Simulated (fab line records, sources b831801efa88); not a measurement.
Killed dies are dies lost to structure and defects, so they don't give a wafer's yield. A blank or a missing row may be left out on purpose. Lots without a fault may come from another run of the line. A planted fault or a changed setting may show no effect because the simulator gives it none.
Split-lot experiment | flow sfq_line | 5 lots, 27 wafers read, on a route of 325 steps

THE SPLIT
At SFQ_TRILAYER_M6_BARC_OPEN_METAL_ETCH_206 (etches BARC in O2, target depth 125 nm, time 41.7 s), the setting time_s was moved away from the recipe's 41.7 s on 12 of the 27 wafers read, by +23.3% to +57.5%. The other wafers ran this setting at the recipe's value.

The reading is taken at the split's own step.

THE READING
oes_product_au, in a.u., at SFQ_TRILAYER_M6_BARC_OPEN_METAL_ETCH_206 (etches BARC in O2, target depth 125 nm, time 41.7 s). Fault-free wafers of this fab line usually give 0.686 a.u., standard deviation 0.0048 a.u..

wafer  | tool, chamber at the split | time_s as run, s | against the recipe | oes_product_au, a.u. | against lot-mates on the recipe
L074.1 | rie_metal-03, 1            | 41.7             | recipe             | 0.686                | -
L074.4 | rie_metal-03, 0            | 41.7             | recipe             | 0.687                | -
L074.5 | rie_metal-03, 0            | 41.7             | recipe             | 0.678                | -
L077.1 | rie_metal-03, 1            | 41.7             | recipe             | 0.686                | -
L077.2 | rie_metal-03, 0            | 65.69            | +57.5%             | 0.633                | -0.054
L077.3 | rie_metal-03, 1            | 65.69            | +57.5%             | 0.639                | -0.048
L077.4 | rie_metal-03, 0            | 41.7             | recipe             | 0.688                | -
L077.5 | rie_metal-03, 1            | 65.69            | +57.5%             | 0.644                | -0.043
L077.6 | rie_metal-03, 0            | 41.7             | recipe             | 0.688                | -
L078.1 | rie_metal-04, 1            | 58.63            | +40.6%             | 0.649                | -0.038
L078.2 | rie_metal-04, 0            | 41.7             | recipe             | 0.692                | -
L078.3 | rie_metal-04, 1            | 41.7             | recipe             | 0.681                | -
L078.4 | rie_metal-04, 0            | 58.63            | +40.6%             | 0.637                | -0.050
L078.5 | rie_metal-04, 0            | 41.7             | recipe             | 0.689                | -
L078.6 | rie_metal-04, 1            | 58.63            | +40.6%             | 0.656                | -0.031
L081.1 | rie_metal-04, 0            | 41.7             | recipe             | 0.687                | -
L081.2 | rie_metal-04, 1            | 41.7             | recipe             | 0.682                | -
L081.3 | rie_metal-04, 0            | 51.4             | +23.3%             | 0.653                | -0.033
L081.4 | rie_metal-04, 1            | 41.7             | recipe             | 0.689                | -
L081.5 | rie_metal-04, 1            | 51.4             | +23.3%             | 0.660                | -0.026
L081.6 | rie_metal-04, 0            | 51.4             | +23.3%             | 0.661                | -0.025
L082.1 | rie_metal-03, 1            | 64.3             | +54.2%             | 0.636                | -0.048
L082.2 | rie_metal-03, 1            | 64.3             | +54.2%             | 0.643                | -0.041
L082.3 | rie_metal-03, 1            | 64.3             | +54.2%             | 0.637                | -0.047
L082.4 | rie_metal-03, 1            | 41.7             | recipe             | 0.679                | -
L082.5 | rie_metal-03, 1            | 41.7             | recipe             | 0.688                | -
L082.6 | rie_metal-03, 1            | 41.7             | recipe             | 0.686                | -

THE FIT
A straight line over all 27 wafers: oes_product_au changes by -0.000865 a.u. for each +1% of time_s; r = -0.97; the points scatter about the line by 0.0054 a.u..
The same after taking each lot's own level away (the mean of its wafers on the recipe; 27 wafers): -0.000875 a.u. for each +1%; r = -0.97; scatter 0.0054 a.u..
On that fit, the largest move of time_s shifts the reading by 0.05 a.u..
The lots' own levels span 0.6837 to 0.6873 a.u., that is 0.8 times the standard deviation above.
So the lot-to-lot level changes the slope little: the two slopes agree.
Check: with one of the wafers moved furthest among these (+57.5%) left out of the fit, the line predicts -0.0508 a.u. for it against its lot-mates. It came out at -0.0543 a.u. against them.
Tool readings at the split's step, against how far the setting was moved: oes_product_au r = -0.97.

OTHER SPLITS ON THESE WAFERS
These wafers also went through other splits before the reading. Each is held against what the fit with the lots' levels taken away leaves over:
other split on the same wafers                  | wafers away from the commonest value | r with oes_product_au (lot level and that fit taken away)
SFQ_TRILAYER_JJ_TRILAYER_DEP_SPUTTER_110 time_s | 12                                   | -0.32
SFQ_TRILAYER_I5_BARC_OPEN_VIA_ETCH_200 time_s   | 9                                    | -0.03

THE WHOLE CHAIN: every reading that the file lists as answering this split, in the file's order
step                                     | what it does                                                        | reading                                                                                   | change (the file's fit)                   | r (the file's)
SFQ_TRILAYER_M6_BARC_OPEN_METAL_ETCH_206 | etches BARC in O2, target depth 125 nm, time 41.7 s                 | oes_product_au                                                                            | -0.00089 a.u. for each +1% of the setting | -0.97
SFQ_TRILAYER_M6_BARC_OPEN_METAL_ETCH_206 | etches BARC in O2, target depth 125 nm, time 41.7 s                 | KrF_of_TRILAYER_M6_LITHO_COAT_159.thk_nm (the simulator's own value, which no gauge read) | -0.543 nm for each +1% of the setting     | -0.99
SFQ_TRILAYER_M6_ETCH_METAL_ETCH_162      | etches Nb in Cl2/Ar, stops on SiO2, target depth 240 nm, time 120 s | KrF_of_TRILAYER_M6_LITHO_COAT_159.thk_nm (the simulator's own value, which no gauge read) | -0.559 nm for each +1% of the setting     | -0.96

THE FILE'S OWN FIT
oes_product_au changes by -0.00089 a.u. for each +1% of time_s, r = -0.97.
